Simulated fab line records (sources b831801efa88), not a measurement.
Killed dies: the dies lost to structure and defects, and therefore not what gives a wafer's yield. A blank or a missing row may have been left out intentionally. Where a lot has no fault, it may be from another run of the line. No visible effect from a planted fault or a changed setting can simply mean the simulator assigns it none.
A single fault, viewed from 2 desks | flow sky130 | what lay behind the numbers comes last; until then each desk has only its own

== AT THE TOOL OWNER'S DESK: rieDiel-04 ==
The tool's own readings at SKY_VIA4_ETCH_12 (etches SiO2 in C4F8/O2/Ar, stops on TiN, target depth 580 nm): means of the sampled wafers that have a number, for each lot that ran on this tool. If a lot's mean is further than 4 standard deviations from the usual mean, the lot is out of limits and carries the mark OUT (the distance appears in the brackets).
Columns: A = oesProductAu at SKY_VIA4_ETCH_12, usual 0.926 a.u.
lot  | first seen here | A
L621 | day 45 05:24    | 0.926
L628 | day 46 06:56    | 0.927
L630 | day 46 22:13    | 0.924
This desk's finding: nothing out of limits on any of the 3 lots.

== THE METROLOGY DESK ==
What the gauges read for every lot (on any tool): the sampled wafers with a number, averaged. If a lot's mean is further than 4 standard deviations from the usual mean, the lot is out of limits and carries the mark OUT (the distance appears in the brackets).
Columns: A = PAD_OPEN_BOW at SKY_PAD_OPEN_BOW_MEAS_13, usual 47 um
lot  | first seen here | A
L617 | day 46 00:56    | 52
L619 | day 46 12:28    | 42
L620 | day 47 01:20    | 45
L621 | day 48 00:31    | 47
L622 | day 48 01:58    | 46
L626 | day 48 15:01    | 54
L628 | day 48 22:09    | 43
L629 | day 49 06:38    | 46
L630 | day 49 12:04    | 41
L631 | day 49 13:46    | 49
L636 | day 50 17:11    | 41
L637 | day 50 17:35    | 53
This desk's finding: nothing out of limits on any of the 12 lots.

== BROUGHT TOGETHER ==
Nothing out of limits was seen by the tool owner's desk.
Nothing out of limits was seen by the metrology desk.

== WHAT THE SIMULATOR HAD INSERTED ==
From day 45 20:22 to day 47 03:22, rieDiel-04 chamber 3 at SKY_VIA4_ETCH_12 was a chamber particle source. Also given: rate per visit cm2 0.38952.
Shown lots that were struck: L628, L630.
